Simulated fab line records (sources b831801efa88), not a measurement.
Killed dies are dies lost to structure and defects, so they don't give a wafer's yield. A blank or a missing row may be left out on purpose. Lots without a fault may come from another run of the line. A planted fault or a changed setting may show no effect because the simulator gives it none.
Shared-tool check / flow gf180mcu / 13 lots and 39 wafers in the sample

== REASON IT WAS OPENED ==
GF_VT_IMPLANT_TW_MEAS_32, reading VT_IMPLANT_3_TW: flagged on 1 of 13 lots. Wafers without a fault read 267.0, standard deviation 1.6.
Rule: a lot is flagged when every wafer of it that has a number lies more than 4 standard deviations from that mean, or none has a number. As for the other lots, they are considered sound.

lot=L474; measured=day 6 21:05; on=filmMetro-02; VT_IMPLANT_3_TW, wafer by wafer=266.1 264.4 264.2; flag=
lot=L476; measured=day 7 13:17; on=filmMetro-01; VT_IMPLANT_3_TW, wafer by wafer=30.2 30.0 30.0; flag=FLAGGED
lot=L477; measured=day 7 16:38; on=filmMetro-01; VT_IMPLANT_3_TW, wafer by wafer=268.8 269.8 268.7; flag=
lot=L487; measured=day 10 11:26; on=filmMetro-02; VT_IMPLANT_3_TW, wafer by wafer=266.6 267.8 265.7; flag=
lot=L488; measured=day 10 17:44; on=filmMetro-02; VT_IMPLANT_3_TW, wafer by wafer=266.4 265.1 265.4; flag=
lot=L489; measured=day 11 01:01; on=filmMetro-02; VT_IMPLANT_3_TW, wafer by wafer=267.4 266.5 266.7; flag=
lot=L490; measured=day 11 08:11; on=filmMetro-02; VT_IMPLANT_3_TW, wafer by wafer=266.8 266.5 267.3; flag=
lot=L492; measured=day 11 20:23; on=filmMetro-02; VT_IMPLANT_3_TW, wafer by wafer=266.1 267.1 266.9; flag=
lot=L493; measured=day 12 00:12; on=filmMetro-02; VT_IMPLANT_3_TW, wafer by wafer=264.3 265.3 264.9; flag=
lot=L494; measured=day 12 12:37; on=filmMetro-02; VT_IMPLANT_3_TW, wafer by wafer=264.8 266.3 266.1; flag=
lot=L495; measured=day 12 17:20; on=filmMetro-03; VT_IMPLANT_3_TW, wafer by wafer=269.3 267.1 269.3; flag=
lot=L496; measured=day 12 20:35; on=filmMetro-01; VT_IMPLANT_3_TW, wafer by wafer=269.6 270.0 269.0; flag=
lot=L497; measured=day 13 04:46; on=filmMetro-01; VT_IMPLANT_3_TW, wafer by wafer=269.7 268.3 269.3; flag=
Averaged over the flagged lots the numbers come to 30.1, -236.9 from the usual (-99 or more standard deviations).

== LOT BY LOT: THE TOOL USED ==
The record holds 1 process step before the reading, out of a route of 602 steps. Read each cell as the tool, then ch plus the chambers that the sampled wafers visited, then the start.
lot=L474; flag=; GF_VT_IMPLANT_EXPOSE_26=ilineStepper-01 ch 0, day 6 13:14
lot=L476; flag=FLAGGED; GF_VT_IMPLANT_EXPOSE_26=ilineStepper-01 ch 0, day 7 05:36
lot=L477; flag=; GF_VT_IMPLANT_EXPOSE_26=ilineStepper-01 ch 0, day 7 08:46
lot=L487; flag=; GF_VT_IMPLANT_EXPOSE_26=ilineStepper-02 ch 0, day 10 03:02
lot=L488; flag=; GF_VT_IMPLANT_EXPOSE_26=ilineStepper-02 ch 0, day 10 07:58
lot=L489; flag=; GF_VT_IMPLANT_EXPOSE_26=ilineStepper-02 ch 0, day 10 15:11
lot=L490; flag=; GF_VT_IMPLANT_EXPOSE_26=ilineStepper-02 ch 0, day 10 23:03
lot=L492; flag=; GF_VT_IMPLANT_EXPOSE_26=ilineStepper-02 ch 0, day 11 10:25
lot=L493; flag=; GF_VT_IMPLANT_EXPOSE_26=ilineStepper-01 ch 0, day 11 14:51
lot=L494; flag=; GF_VT_IMPLANT_EXPOSE_26=ilineStepper-01 ch 0, day 12 02:34
lot=L495; flag=; GF_VT_IMPLANT_EXPOSE_26=ilineStepper-02 ch 0, day 12 07:17
lot=L496; flag=; GF_VT_IMPLANT_EXPOSE_26=ilineStepper-02 ch 0, day 12 10:45
lot=L497; flag=; GF_VT_IMPLANT_EXPOSE_26=ilineStepper-01 ch 0, day 12 18:53
These steps, and what they do:
- GF_VT_IMPLANT_EXPOSE_26: exposes mask LVPWELL HV AREA, target cd 860 nm.
- GF_VT_IMPLANT_TW_MEAS_32

== FLAGGED OVER TOTAL, TOOL BY TOOL (the gauges that took the reading come last) ==
step=GF_VT_IMPLANT_EXPOSE_26; tool=ilineStepper-01; lots run=6; flagged=1; share of the flagged lots=all; sound lots run after its first flagged lot=4 (L477,L493,L494,L497)
step=GF_VT_IMPLANT_EXPOSE_26; tool=ilineStepper-02; lots run=7; flagged=0; share of the flagged lots=none; sound lots run after its first flagged lot=-
step=GF_VT_IMPLANT_TW_MEAS_32; tool=filmMetro-01; lots run=4; flagged=1; share of the flagged lots=all; sound lots run after its first flagged lot=3 (L477,L496,L497)
step=GF_VT_IMPLANT_TW_MEAS_32; tool=filmMetro-02; lots run=8; flagged=0; share of the flagged lots=none; sound lots run after its first flagged lot=-
step=GF_VT_IMPLANT_TW_MEAS_32; tool=filmMetro-03; lots run=1; flagged=0; share of the flagged lots=none; sound lots run after its first flagged lot=-

== WHAT THE TABLE PERMITS ==
Every flagged lot went through 2 rows of the table: ilineStepper-01 at GF_VT_IMPLANT_EXPOSE_26 and filmMetro-01 at GF_VT_IMPLANT_TW_MEAS_32.
- ilineStepper-01 at GF_VT_IMPLANT_EXPOSE_26 ran 6 lots, 1 of them flagged. Sound lots ran on it after the first flagged one (L477, L493, L494, L497), which a lasting fault on the whole tool wouldn't allow.
- filmMetro-01 at GF_VT_IMPLANT_TW_MEAS_32 ran 4 lots, 1 of them flagged. Sound lots ran on it after the first flagged one (L477, L496, L497), which a lasting fault on the whole tool wouldn't allow.
No row of the table ran every flagged lot and no sound lot after the first.

== WHAT THE SIMULATOR HAD INSERTED ==
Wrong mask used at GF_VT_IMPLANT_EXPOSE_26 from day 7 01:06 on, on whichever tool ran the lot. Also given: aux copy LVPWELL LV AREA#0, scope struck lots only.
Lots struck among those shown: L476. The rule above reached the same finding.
